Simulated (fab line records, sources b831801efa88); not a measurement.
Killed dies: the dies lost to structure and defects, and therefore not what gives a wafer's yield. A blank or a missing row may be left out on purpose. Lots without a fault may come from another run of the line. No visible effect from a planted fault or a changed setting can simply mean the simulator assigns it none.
What tool caused it? :: flow sky130 :: Sampling: 24 lots, 72 wafers, 5 of 708 route steps

== WHAT THE GAUGES READ, wafer by wafer ==
SKY_VIA2_RS_MEAS_22: measures by four-point-probe. Usual: VIA2_W_RS gives 0.274 ohm/sq (standard deviation 0.0038).
lot: L074
measured: day 36 22:21
on: film-metro-04
VIA2_W_RS (ohm/sq): 0.268 0.268 0.271
flag: 

lot: L075
measured: day 36 23:20
on: film-metro-02
VIA2_W_RS (ohm/sq): 0.278 0.278 0.278
flag: 

lot: L076
measured: day 37 01:01
on: film-metro-03
VIA2_W_RS (ohm/sq): 0.279 0.274 0.278
flag: 

lot: L078
measured: day 37 22:50
on: film-metro-02
VIA2_W_RS (ohm/sq): 0.276 0.274 0.275
flag: 

lot: L077
measured: day 37 23:46
on: film-metro-03
VIA2_W_RS (ohm/sq): 0.268 0.270 0.268
flag: 

lot: L080
measured: day 38 07:35
on: film-metro-02
VIA2_W_RS (ohm/sq): 0.273 0.275 0.276
flag: 

lot: L079
measured: day 38 08:52
on: film-metro-02
VIA2_W_RS (ohm/sq): 0.274 0.274 0.275
flag: 

lot: L081
measured: day 38 15:50
on: film-metro-04
VIA2_W_RS (ohm/sq): 0.267 0.269 0.275
flag: 

lot: L082
measured: day 38 19:12
on: film-metro-02
VIA2_W_RS (ohm/sq): 0.273 0.271 0.271
flag: 

lot: L083
measured: day 39 05:57
on: film-metro-02
VIA2_W_RS (ohm/sq): 0.271 0.273 0.271
flag: 

lot: L084
measured: day 39 08:49
on: film-metro-04
VIA2_W_RS (ohm/sq): 0.281 0.277 0.278
flag: 

lot: L085
measured: day 39 18:00
on: film-metro-02
VIA2_W_RS (ohm/sq): 0.270 0.278 0.274
flag: 

lot: L087
measured: day 40 01:37
on: film-metro-02
VIA2_W_RS (ohm/sq): 0.276 0.273 0.273
flag: 

lot: L086
measured: day 40 03:33
on: film-metro-03
VIA2_W_RS (ohm/sq): 0.280 0.274 0.275
flag: 

lot: L088
measured: day 40 04:37
on: film-metro-04
VIA2_W_RS (ohm/sq): 0.271 0.272 0.271
flag: 

lot: L089
measured: day 40 10:20
on: film-metro-03
VIA2_W_RS (ohm/sq): 0.268 0.273 0.270
flag: 

lot: L090
measured: day 40 21:25
on: film-metro-02
VIA2_W_RS (ohm/sq): 0.272 0.269 0.267
flag: 

lot: L091
measured: day 41 18:22
on: film-metro-03
VIA2_W_RS (ohm/sq): 0.282 0.277 0.279
flag: 

lot: L092
measured: day 41 19:41
on: film-metro-04
VIA2_W_RS (ohm/sq): 0.267 0.271 0.266
flag: 

lot: L093
measured: day 42 02:38
on: film-metro-02
VIA2_W_RS (ohm/sq): 0.280 0.282 0.276
flag: 

lot: L094
measured: day 42 04:23
on: film-metro-04
VIA2_W_RS (ohm/sq): 0.276 0.277 0.278
flag: 

lot: L095
measured: day 42 17:38
on: film-metro-04
VIA2_W_RS (ohm/sq): 0.278 0.275 0.277
flag: 

lot: L096
measured: day 42 22:51
on: film-metro-02
VIA2_W_RS (ohm/sq): 0.271 0.277 0.273
flag: 

lot: L097
measured: day 42 23:02
on: film-metro-04
VIA2_W_RS (ohm/sq): 0.275 0.279 0.277
flag: 

SKY_CAPM_RS_MEAS_03: measures by four-point-probe. Usual: CAPM_TIN_RS gives 6.98 ohm/sq (standard deviation 0.09).
lot: L074
measured: day 36 23:11
on: film-metro-04
CAPM_TIN_RS (ohm/sq): 7.06 7.01 7.10
flag: 

lot: L075
measured: day 37 00:09
on: film-metro-04
CAPM_TIN_RS (ohm/sq): 7.01 6.93 7.03
flag: 

lot: L076
measured: day 37 01:50
on: film-metro-04
CAPM_TIN_RS (ohm/sq): 6.90 7.00 6.78
flag: 

lot: L078
measured: day 37 23:41
on: film-metro-04
CAPM_TIN_RS (ohm/sq): 7.01 6.91 6.95
flag: 

lot: L077
measured: day 38 00:35
on: film-metro-04
CAPM_TIN_RS (ohm/sq): 6.87 6.84 6.88
flag: 

lot: L080
measured: day 38 08:25
on: film-metro-01
CAPM_TIN_RS (ohm/sq): 7.03 6.92 7.01
flag: 

lot: L079
measured: day 38 09:41
on: film-metro-04
CAPM_TIN_RS (ohm/sq): 6.94 6.97 6.97
flag: 

lot: L081
measured: day 38 16:40
on: film-metro-04
CAPM_TIN_RS (ohm/sq): 7.05 7.03 7.04
flag: 

lot: L082
measured: day 38 20:02
on: film-metro-02
CAPM_TIN_RS (ohm/sq): 6.80 6.75 6.80
flag: 

lot: L083
measured: day 39 06:47
on: film-metro-02
CAPM_TIN_RS (ohm/sq): 7.02 7.14 7.09
flag: 

lot: L084
measured: day 39 09:46
on: film-metro-02
CAPM_TIN_RS (ohm/sq): 6.92 6.99 6.96
flag: 

lot: L085
measured: day 39 18:49
on: film-metro-01
CAPM_TIN_RS (ohm/sq): 7.08 7.02 7.04
flag: 

lot: L087
measured: day 40 02:27
on: film-metro-04
CAPM_TIN_RS (ohm/sq): 6.93 6.91 6.94
flag: 

lot: L086
measured: day 40 04:23
on: film-metro-04
CAPM_TIN_RS (ohm/sq): 7.02 7.05 6.98
flag: 

lot: L088
measured: day 40 05:27
on: film-metro-02
CAPM_TIN_RS (ohm/sq): 7.07 6.99 7.02
flag: 

lot: L089
measured: day 40 11:11
on: film-metro-01
CAPM_TIN_RS (ohm/sq): 7.09 7.04 7.11
flag: 

lot: L090
measured: day 40 22:14
on: film-metro-01
CAPM_TIN_RS (ohm/sq): 7.07 7.09 7.05
flag: 

lot: L091
measured: day 41 19:11
on: film-metro-04
CAPM_TIN_RS (ohm/sq): 6.87 6.92 6.88
flag: 

lot: L092
measured: day 41 20:30
on: film-metro-02
CAPM_TIN_RS (ohm/sq): 6.94 6.79 6.89
flag: 

lot: L093
measured: day 42 03:28
on: film-metro-01
CAPM_TIN_RS (ohm/sq): 6.99 7.10 7.01
flag: 

lot: L094
measured: day 42 05:12
on: film-metro-02
CAPM_TIN_RS (ohm/sq): 6.95 7.00 7.00
flag: 

lot: L095
measured: day 42 18:28
on: film-metro-01
CAPM_TIN_RS (ohm/sq): 6.84 6.96 6.92
flag: 

lot: L096
measured: day 42 23:41
on: film-metro-04
CAPM_TIN_RS (ohm/sq): 6.97 7.09 6.99
flag: 

lot: L097
measured: day 43 00:16
on: film-metro-04
CAPM_TIN_RS (ohm/sq): 6.85 6.98 6.98
flag: 

== WHAT TOOL EACH LOT RAN ON (gives the tool, then ch and the chambers of the sampled wafers, and finally the start) ==
lot: L074
SKY_METAL1_STRIP_20: plasma-asher-03 ch 0,1, day 33 10:13
SKY_VIA1_ETCH_14: rie-diel-04 ch 0,2,3, day 34 14:41
SKY_CAPM_SPUTTER_02: pvd-sputter-02, day 36 23:03

lot: L075
SKY_METAL1_STRIP_20: plasma-asher-01 ch 0,1, day 33 10:41
SKY_VIA1_ETCH_14: rie-diel-03 ch 0,1,3, day 34 14:51
SKY_CAPM_SPUTTER_02: pvd-sputter-02, day 37 00:02

lot: L076
SKY_METAL1_STRIP_20: plasma-asher-02 ch 0,1, day 33 14:26
SKY_VIA1_ETCH_14: rie-diel-04 ch 1,2,3, day 34 17:51
SKY_CAPM_SPUTTER_02: pvd-sputter-01, day 37 01:43

lot: L078
SKY_METAL1_STRIP_20: plasma-asher-02 ch 0,1, day 34 11:59
SKY_VIA1_ETCH_14: rie-diel-04 ch 0,3, day 35 14:39
SKY_CAPM_SPUTTER_02: pvd-sputter-02, day 37 23:34

lot: L077
SKY_METAL1_STRIP_20: plasma-asher-03 ch 0,1, day 34 13:19
SKY_VIA1_ETCH_14: rie-diel-04 ch 1,2, day 35 16:05
SKY_CAPM_SPUTTER_02: pvd-sputter-03, day 38 00:28

lot: L080
SKY_METAL1_STRIP_20: plasma-asher-01 ch 0,1, day 34 20:52
SKY_VIA1_ETCH_14: rie-diel-02 ch 0,1, day 36 00:11
SKY_CAPM_SPUTTER_02: pvd-sputter-03, day 38 08:19

lot: L079
SKY_METAL1_STRIP_20: plasma-asher-01 ch 0, day 34 22:31
SKY_VIA1_ETCH_14: rie-diel-02 ch 0,1,3, day 36 01:38
SKY_CAPM_SPUTTER_02: pvd-sputter-02, day 38 09:34

lot: L081
SKY_METAL1_STRIP_20: plasma-asher-01 ch 0,1, day 35 06:19
SKY_VIA1_ETCH_14: rie-diel-02 ch 0,1,2, day 36 08:26
SKY_CAPM_SPUTTER_02: pvd-sputter-02, day 38 16:32

lot: L082
SKY_METAL1_STRIP_20: plasma-asher-03 ch 0,1, day 35 07:10
SKY_VIA1_ETCH_14: rie-diel-02 ch 0,1, day 36 11:15
SKY_CAPM_SPUTTER_02: pvd-sputter-03, day 38 19:54

lot: L083
SKY_METAL1_STRIP_20: plasma-asher-01 ch 0,1, day 35 20:24
SKY_VIA1_ETCH_14: rie-diel-04 ch 0,2,3, day 36 23:41
SKY_CAPM_SPUTTER_02: pvd-sputter-02, day 39 06:37

lot: L084
SKY_METAL1_STRIP_20: plasma-asher-01 ch 0,1, day 35 23:52
SKY_VIA1_ETCH_14: rie-diel-02 ch 0,1,2, day 37 02:05
SKY_CAPM_SPUTTER_02: pvd-sputter-02, day 39 09:37

lot: L085
SKY_METAL1_STRIP_20: plasma-asher-03 ch 0,1, day 36 08:58
SKY_VIA1_ETCH_14: rie-diel-02 ch 0,1, day 37 11:59
SKY_CAPM_SPUTTER_02: pvd-sputter-02, day 39 18:43

lot: L087
SKY_METAL1_STRIP_20: plasma-asher-02 ch 0,1, day 36 16:14
SKY_VIA1_ETCH_14: rie-diel-04 ch 1,2,3, day 37 19:11
SKY_CAPM_SPUTTER_02: pvd-sputter-02, day 40 02:20

lot: L086
SKY_METAL1_STRIP_20: plasma-asher-03 ch 0,1, day 36 17:45
SKY_VIA1_ETCH_14: rie-diel-02 ch 2,3, day 37 20:41
SKY_CAPM_SPUTTER_02: pvd-sputter-02, day 40 04:13

lot: L088
SKY_METAL1_STRIP_20: plasma-asher-02 ch 0,1, day 36 19:44
SKY_VIA1_ETCH_14: rie-diel-02 ch 2,3, day 37 23:17
SKY_CAPM_SPUTTER_02: pvd-sputter-02, day 40 05:20

lot: L089
SKY_METAL1_STRIP_20: plasma-asher-03 ch 0, day 37 01:46
SKY_VIA1_ETCH_14: rie-diel-02 ch 1,2, day 38 04:32
SKY_CAPM_SPUTTER_02: pvd-sputter-02, day 40 11:04

lot: L090
SKY_METAL1_STRIP_20: plasma-asher-03 ch 0,1, day 37 13:02
SKY_VIA1_ETCH_14: rie-diel-02 ch 0,1,3, day 38 16:20
SKY_CAPM_SPUTTER_02: pvd-sputter-02, day 40 22:07

lot: L091
SKY_METAL1_STRIP_20: plasma-asher-01 ch 0,1, day 38 11:11
SKY_VIA1_ETCH_14: rie-diel-02 ch 1,2, day 39 13:14
SKY_CAPM_SPUTTER_02: pvd-sputter-03, day 41 19:04

lot: L092
SKY_METAL1_STRIP_20: plasma-asher-03 ch 0,1, day 38 12:11
SKY_VIA1_ETCH_14: rie-diel-03 ch 0,1,2, day 39 14:38
SKY_CAPM_SPUTTER_02: pvd-sputter-01, day 41 20:23

lot: L093
SKY_METAL1_STRIP_20: plasma-asher-01 ch 0,1, day 38 20:49
SKY_VIA1_ETCH_14: rie-diel-03 ch 1,2,3, day 39 22:31
SKY_CAPM_SPUTTER_02: pvd-sputter-02, day 42 03:19

lot: L094
SKY_METAL1_STRIP_20: plasma-asher-02 ch 0,1, day 38 22:04
SKY_VIA1_ETCH_14: rie-diel-02 ch 0,2,3, day 40 00:20
SKY_CAPM_SPUTTER_02: pvd-sputter-02, day 42 05:05

lot: L095
SKY_METAL1_STRIP_20: plasma-asher-03 ch 0,1, day 39 12:50
SKY_VIA1_ETCH_14: rie-diel-04 ch 2,3, day 40 14:19
SKY_CAPM_SPUTTER_02: pvd-sputter-01, day 42 18:22

lot: L096
SKY_METAL1_STRIP_20: plasma-asher-01 ch 0,1, day 39 15:16
SKY_VIA1_ETCH_14: rie-diel-03 ch 1,2, day 40 17:10
SKY_CAPM_SPUTTER_02: pvd-sputter-02, day 42 23:33

lot: L097
SKY_METAL1_STRIP_20: plasma-asher-03 ch 1, day 39 16:28
SKY_VIA1_ETCH_14: rie-diel-02 ch 0,1, day 40 17:52
SKY_CAPM_SPUTTER_02: pvd-sputter-02, day 43 00:09
- SKY_METAL1_STRIP_20: strips in O2/N2.
- SKY_VIA1_ETCH_14: etches BARC in N2/H2, stops on SiO2, time 45.9 s, target depth 60 nm.
- SKY_CAPM_SPUTTER_02: material TiN, target thk 200 nm, time 166.7 s.

== AS READ BY THE TOOLS THEMSELVES (means over the sampled wafers that have a number; for cases with no such wafer, the mark the record gives instead) ==
SKY_METAL1_STRIP_20. Usual: drypump-motor-current-A 5.5 A, standard deviation 0.47; oes-product-au 0.343 a.u., standard deviation 0.0056; strip-time-to-endpoint-s 2.70 s, standard deviation 0.059.
lot: L074
tool: plasma-asher-03
drypump-motor-current-A (A): 5.1
oes-product-au (a.u.): 0.337
strip-time-to-endpoint-s (s): 2.64
flag: 

lot: L075
tool: plasma-asher-01
drypump-motor-current-A (A): 5.8
oes-product-au (a.u.): 0.338
strip-time-to-endpoint-s (s): 2.65
flag: 

lot: L076
tool: plasma-asher-02
drypump-motor-current-A (A): 5.4
oes-product-au (a.u.): 0.343
strip-time-to-endpoint-s (s): 2.72
flag: 

lot: L078
tool: plasma-asher-02
drypump-motor-current-A (A): 5.5
oes-product-au (a.u.): 0.349
strip-time-to-endpoint-s (s): 2.73
flag: 

lot: L077
tool: plasma-asher-03
drypump-motor-current-A (A): 5.1
oes-product-au (a.u.): 0.345
strip-time-to-endpoint-s (s): 2.68
flag: 

lot: L080
tool: plasma-asher-01
drypump-motor-current-A (A): 5.8
oes-product-au (a.u.): 0.351
strip-time-to-endpoint-s (s): 2.71
flag: 

lot: L079
tool: plasma-asher-01
drypump-motor-current-A (A): 6.0
oes-product-au (a.u.): 0.343
strip-time-to-endpoint-s (s): 2.80
flag: 

lot: L081
tool: plasma-asher-01
drypump-motor-current-A (A): 5.5
oes-product-au (a.u.): 0.339
strip-time-to-endpoint-s (s): 2.63
flag: 

lot: L082
tool: plasma-asher-03
drypump-motor-current-A (A): 5.1
oes-product-au (a.u.): 0.344
strip-time-to-endpoint-s (s): 2.76
flag: 

lot: L083
tool: plasma-asher-01
drypump-motor-current-A (A): 5.5
oes-product-au (a.u.): 0.347
strip-time-to-endpoint-s (s): 2.71
flag: 

lot: L084
tool: plasma-asher-01
drypump-motor-current-A (A): 5.5
oes-product-au (a.u.): 0.344
strip-time-to-endpoint-s (s): 2.75
flag: 

lot: L085
tool: plasma-asher-03
drypump-motor-current-A (A): 5.1
oes-product-au (a.u.): 0.340
strip-time-to-endpoint-s (s): 2.70
flag: 

lot: L087
tool: plasma-asher-02
drypump-motor-current-A (A): 5.5
oes-product-au (a.u.): 0.344
strip-time-to-endpoint-s (s): 2.73
flag: 

lot: L086
tool: plasma-asher-03
drypump-motor-current-A (A): 5.1
oes-product-au (a.u.): 0.347
strip-time-to-endpoint-s (s): 2.64
flag: 

lot: L088
tool: plasma-asher-02
drypump-motor-current-A (A): 5.5
oes-product-au (a.u.): 0.346
strip-time-to-endpoint-s (s): 2.73
flag: 

lot: L089
tool: plasma-asher-03
drypump-motor-current-A (A): 4.7
oes-product-au (a.u.): 0.349
strip-time-to-endpoint-s (s): 2.76
flag: 

lot: L090
tool: plasma-asher-03
drypump-motor-current-A (A): 5.5
oes-product-au (a.u.): 0.336
strip-time-to-endpoint-s (s): 2.63
flag: 

lot: L091
tool: plasma-asher-01
drypump-motor-current-A (A): 5.5
oes-product-au (a.u.): 0.341
strip-time-to-endpoint-s (s): 2.65
flag: 

lot: L092
tool: plasma-asher-03
drypump-motor-current-A (A): 5.5
oes-product-au (a.u.): 0.341
strip-time-to-endpoint-s (s): 2.68
flag: 

lot: L093
tool: plasma-asher-01
drypump-motor-current-A (A): 5.5
oes-product-au (a.u.): 0.342
strip-time-to-endpoint-s (s): 2.69
flag: 

lot: L094
tool: plasma-asher-02
drypump-motor-current-A (A): 5.5
oes-product-au (a.u.): 0.342
strip-time-to-endpoint-s (s): 2.66
flag: 

lot: L095
tool: plasma-asher-03
drypump-motor-current-A (A): 5.1
oes-product-au (a.u.): 0.347
strip-time-to-endpoint-s (s): 2.74
flag: 

lot: L096
tool: plasma-asher-01
drypump-motor-current-A (A): 5.8
oes-product-au (a.u.): 0.345
strip-time-to-endpoint-s (s): 2.73
flag: 

lot: L097
tool: plasma-asher-03
drypump-motor-current-A (A): 5.9
oes-product-au (a.u.): 0.344
strip-time-to-endpoint-s (s): 2.68
flag: 

SKY_VIA1_ETCH_14. Usual: drypump-motor-current-A 5.9 A, standard deviation 0.41; h2-flow-sccm 200.1 sccm, standard deviation 0.6; oes-product-au 0.855 a.u., standard deviation 0.0052; throttle-valve-pct 13.225 %, standard deviation 0.0079.
lot: L074
tool: rie-diel-04
drypump-motor-current-A (A): 5.8
h2-flow-sccm (sccm): 199.8
oes-product-au (a.u.): 0.851
throttle-valve-pct (%): 13.216
flag: 

lot: L075
tool: rie-diel-03
drypump-motor-current-A (A): 5.6
h2-flow-sccm (sccm): 200.1
oes-product-au (a.u.): 0.850
throttle-valve-pct (%): 13.225
flag: 

lot: L076
tool: rie-diel-04
drypump-motor-current-A (A): 5.6
h2-flow-sccm (sccm): 200.1
oes-product-au (a.u.): 0.855
throttle-valve-pct (%): 13.222
flag: 

lot: L078
tool: rie-diel-04
drypump-motor-current-A (A): 5.6
h2-flow-sccm (sccm): 199.7
oes-product-au (a.u.): 0.851
throttle-valve-pct (%): 13.227
flag: 

lot: L077
tool: rie-diel-04
drypump-motor-current-A (A): 5.9
h2-flow-sccm (sccm): 200.2
oes-product-au (a.u.): 0.853
throttle-valve-pct (%): 13.223
flag: 

lot: L080
tool: rie-diel-02
drypump-motor-current-A (A): 6.0
h2-flow-sccm (sccm): 200.7
oes-product-au (a.u.): 0.849
throttle-valve-pct (%): 13.224
flag: 

lot: L079
tool: rie-diel-02
drypump-motor-current-A (A): 6.1
h2-flow-sccm (sccm): 200.6
oes-product-au (a.u.): 0.850
throttle-valve-pct (%): 13.215
flag: 

lot: L081
tool: rie-diel-02
drypump-motor-current-A (A): 6.0
h2-flow-sccm (sccm): 199.9
oes-product-au (a.u.): 0.847
throttle-valve-pct (%): 13.224
flag: 

lot: L082
tool: rie-diel-02
drypump-motor-current-A (A): 5.8
h2-flow-sccm (sccm): 200.2
oes-product-au (a.u.): 0.851
throttle-valve-pct (%): 13.226
flag: 

lot: L083
tool: rie-diel-04
drypump-motor-current-A (A): 5.8
h2-flow-sccm (sccm): 200.1
oes-product-au (a.u.): 0.853
throttle-valve-pct (%): 13.228
flag: 

lot: L084
tool: rie-diel-02
drypump-motor-current-A (A): 6.0
h2-flow-sccm (sccm): 199.9
oes-product-au (a.u.): 0.859
throttle-valve-pct (%): 13.229
flag: 

lot: L085
tool: rie-diel-02
drypump-motor-current-A (A): 5.8
h2-flow-sccm (sccm): 199.7
oes-product-au (a.u.): 0.855
throttle-valve-pct (%): 13.225
flag: 

lot: L087
tool: rie-diel-04
drypump-motor-current-A (A): 5.7
h2-flow-sccm (sccm): 199.6
oes-product-au (a.u.): 0.852
throttle-valve-pct (%): 13.231
flag: 

lot: L086
tool: rie-diel-02
drypump-motor-current-A (A): 6.4
h2-flow-sccm (sccm): 199.7
oes-product-au (a.u.): 0.859
throttle-valve-pct (%): 13.223
flag: 

lot: L088
tool: rie-diel-02
drypump-motor-current-A (A): 6.3
h2-flow-sccm (sccm): 199.8
oes-product-au (a.u.): 0.856
throttle-valve-pct (%): 13.229
flag: 

lot: L089
tool: rie-diel-02
drypump-motor-current-A (A): 6.2
h2-flow-sccm (sccm): 200.3
oes-product-au (a.u.): 0.857
throttle-valve-pct (%): 13.222
flag: 

lot: L090
tool: rie-diel-02
drypump-motor-current-A (A): 6.1
h2-flow-sccm (sccm): 200.2
oes-product-au (a.u.): 0.856
throttle-valve-pct (%): 13.219
flag: 

lot: L091
tool: rie-diel-02
drypump-motor-current-A (A): 6.2
h2-flow-sccm (sccm): 199.8
oes-product-au (a.u.): 0.862
throttle-valve-pct (%): 13.222
flag: 

lot: L092
tool: rie-diel-03
drypump-motor-current-A (A): 5.3
h2-flow-sccm (sccm): 200.3
oes-product-au (a.u.): 0.855
throttle-valve-pct (%): 13.228
flag: 

lot: L093
tool: rie-diel-03
drypump-motor-current-A (A): 5.5
h2-flow-sccm (sccm): 201.1
oes-product-au (a.u.): 0.858
throttle-valve-pct (%): 13.223
flag: 

lot: L094
tool: rie-diel-02
drypump-motor-current-A (A): 6.1
h2-flow-sccm (sccm): 200.1
oes-product-au (a.u.): 0.859
throttle-valve-pct (%): 13.229
flag: 

lot: L095
tool: rie-diel-04
drypump-motor-current-A (A): 5.9
h2-flow-sccm (sccm): 199.8
oes-product-au (a.u.): 0.853
throttle-valve-pct (%): 13.223
flag: 

lot: L096
tool: rie-diel-03
drypump-motor-current-A (A): 5.0
h2-flow-sccm (sccm): 200.1
oes-product-au (a.u.): 0.855
throttle-valve-pct (%): 13.220
flag: 

lot: L097
tool: rie-diel-02
drypump-motor-current-A (A): 6.0
h2-flow-sccm (sccm): 200.4
oes-product-au (a.u.): 0.858
throttle-valve-pct (%): 13.222
flag: 

SKY_CAPM_SPUTTER_02. Usual: throttle-valve-pct 29.8 %, standard deviation 0.88.
lot: L074
tool: pvd-sputter-02
throttle-valve-pct (%): 29.7
flag: 

lot: L075
tool: pvd-sputter-02
throttle-valve-pct (%): 30.1
flag: 

lot: L076
tool: pvd-sputter-01
throttle-valve-pct (%): 30.8
flag: 

lot: L078
tool: pvd-sputter-02
throttle-valve-pct (%): 30.3
flag: 

lot: L077
tool: pvd-sputter-03
throttle-valve-pct (%): 29.5
flag: 

lot: L080
tool: pvd-sputter-03
throttle-valve-pct (%): 29.6
flag: 

lot: L079
tool: pvd-sputter-02
throttle-valve-pct (%): 30.3
flag: 

lot: L081
tool: pvd-sputter-02
throttle-valve-pct (%): 29.3
flag: 

lot: L082
tool: pvd-sputter-03
throttle-valve-pct (%): 27.8
flag: 

lot: L083
tool: pvd-sputter-02
throttle-valve-pct (%): 29.7
flag: 

lot: L084
tool: pvd-sputter-02
throttle-valve-pct (%): 30.0
flag: 

lot: L085
tool: pvd-sputter-02
throttle-valve-pct (%): 29.5
flag: 

lot: L087
tool: pvd-sputter-02
throttle-valve-pct (%): 30.1
flag: 

lot: L086
tool: pvd-sputter-02
throttle-valve-pct (%): 29.8
flag: 

lot: L088
tool: pvd-sputter-02
throttle-valve-pct (%): 30.4
flag: 

lot: L089
tool: pvd-sputter-02
throttle-valve-pct (%): 30.2
flag: 

lot: L090
tool: pvd-sputter-02
throttle-valve-pct (%): 30.1
flag: 

lot: L091
tool: pvd-sputter-03
throttle-valve-pct (%): 29.0
flag: 

lot: L092
tool: pvd-sputter-01
throttle-valve-pct (%): 30.7
flag: 

lot: L093
tool: pvd-sputter-02
throttle-valve-pct (%): 29.9
flag: 

lot: L094
tool: pvd-sputter-02
throttle-valve-pct (%): 30.1
flag: 

lot: L095
tool: pvd-sputter-01
throttle-valve-pct (%): 30.6
flag: 

lot: L096
tool: pvd-sputter-02
throttle-valve-pct (%): 29.4
flag: 

lot: L097
tool: pvd-sputter-02
throttle-valve-pct (%): 30.0
flag: 

== THE ANSWER, worked out from the rows above alone ==
Rule: a lot is off if the mean of its wafers that have a number lies more than 3 standard deviations from the usual mean. Also off: a lot with no number at a reading for which 4 or more lots have one. Any other lot the step has rows for is counted as sound. Order of review: gauges by route order, followed by the tools' own readings, for which a lot's mean as printed above is used. The first step at which some lot is off is used, and at that step the reading that is off furthest; a lot without a number counts as furthest.
No lot is off on any of the readings shown, so nothing can be concluded from this.

== WHAT THE SIMULATOR HAD INSERTED ==
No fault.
